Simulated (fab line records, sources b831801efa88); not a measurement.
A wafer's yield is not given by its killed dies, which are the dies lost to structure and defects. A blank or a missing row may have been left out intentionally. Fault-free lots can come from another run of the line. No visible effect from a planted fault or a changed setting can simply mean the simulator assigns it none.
A struck lot beside a sound one    flow sky130    27 out of 708 route steps
Sound: the wafers L172.2, L172.3, L172.4. Wafers struck: L177.2, L177.3, L177.6. The cause is named last.
Order at every step that has rows: each side's tool, ch and its chambers, its first start. Under that, the readings that differ: sound wafers    struck wafers    difference of the means    sigmas: that difference in standard deviations of wafers without a fault.
alike: same words and numbers on both sides, and readings whose means sit less than 2 such deviations apart. not compared: any withheld reading, any reading some wafer has no value for, any bound like >300 that may hide the same value, and any number with overlapping values for which the record gives no deviation.
The two part at a step that has a row with sigmas, a row that says differs or no value, or rows on one side only. When numbers do not overlap yet have no deviation, they are printed without sigmas and do not part them. A reading missing from all wafers of one side parts the sides only when that side holds two or more wafers.

first, 3 steps without rows for these wafers: SKY_LDD_N_EXPOSE_04 (exposes mask NTM, target cd 840 nm); SKY_LDD_N_PEB_05; SKY_LDD_N_DEVELOP_06 (develop time 60 s).
SKY_LDD_N_OVL_MEAS_07:
  sound on overlay-02, day 20 09:55; struck on overlay-01, day 22 12:22
  alike: LDD_N_OVL
then, 8 steps without rows for these wafers: SKY_LDD_N_IMPLANT_08; SKY_LDD_N_IMPLANT_09; SKY_LDD_N_IMPLANT_10; SKY_LDD_N_IMPLANT_11; SKY_LDD_N_IMPLANT_12; SKY_LDD_N_IMPLANT_13; SKY_LDD_N_IMPLANT_14; SKY_LDD_N_IMPLANT_15.
SKY_LDD_N_STRIP_16: strips in O2/N2.
  sound on plasma asher-04 ch 0,1, day 20 11:09; struck on plasma asher-04 ch 0,1, day 22 13:36
reading                                     sound              struck             difference                     sigmas
oes product au (a.u.)                       0.404 0.404 0.404  0.888 0.906 0.908  +0.497                         +99 or more
strip time to endpoint s (s)                4.323 4.332 4.322  - - -              no value on the struck wafers  
model.NOVOLAK_of_LDD_N_COAT_02.thk nm (nm)  0 0 0              122.7 122.8 122    +122.5                         
  alike: drypump motor current A, o2 flow sccm
  not compared: rf hours counter h
SKY_LDD_N_TW_MEAS_17:
  sound on film metro-01, day 20 11:16; struck on film metro-04, day 22 13:43
reading   sound           struck          difference  sigmas
LDD_N_TW  2604 2612 2606  2552 2550 2555  -55         -2
then, 7 steps without rows for these wafers: SKY_LDD_P_DEHYDRATE_00 (time 60 s); SKY_LDD_P_HMDS_01 (prime time 60 s); SKY_LDD_P_COAT_02 (resist thk 1140 nm); SKY_LDD_P_SOFTBAKE_03 (time 60 s); SKY_LDD_P_EXPOSE_04 (exposes mask PSDM, target cd 380 nm); SKY_LDD_P_PEB_05; SKY_LDD_P_DEVELOP_06 (develop time 60 s).
SKY_LDD_P_CD_MEAS_07: the cd target is 380 nm.
  sound on cd sem-01, day 21 17:32; struck on cd sem-02, day 23 19:59
  alike: cd nm
SKY_LDD_P_OVL_MEAS_08:
  sound on overlay-01, day 21 17:38; struck on overlay-01, day 23 20:05
  alike: LDD_P_OVL
then, 1 step without rows for these wafers: SKY_LDD_P_IMPLANT_09.
SKY_LDD_P_STRIP_10: strips in O2/N2.
  sound on plasma asher-02 ch 0,1, day 21 17:49; struck on plasma asher-03 ch 0,1, day 23 20:16
reading                       sound              struck             difference  sigmas
strip time to endpoint s (s)  14.18 14.22 14.23  16.11 16.09 16.06  +1.88       +44
  alike: drypump motor current A, o2 flow sccm, oes product au
  not compared: rf hours counter h
SKY_LDD_P_TW_MEAS_11:
  sound on film metro-02, day 21 17:55; struck on film metro-03, day 23 20:22
reading   sound        struck    difference  sigmas
LDD_P_TW  636 631 628  30 30 30  -602        -99 or more
then, 1 step without rows for these wafers: SKY_LDD_HVN_DEHYDRATE_00 (time 60 s).

WHERE THEY PART
Earliest at SKY_LDD_N_STRIP_16; latest, in this record, at SKY_LDD_P_TW_MEAS_11.

WHY: what had been put in by the simulator
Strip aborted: plasma asher-04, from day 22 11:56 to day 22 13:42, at SKY_LDD_N_STRIP_16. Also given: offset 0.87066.
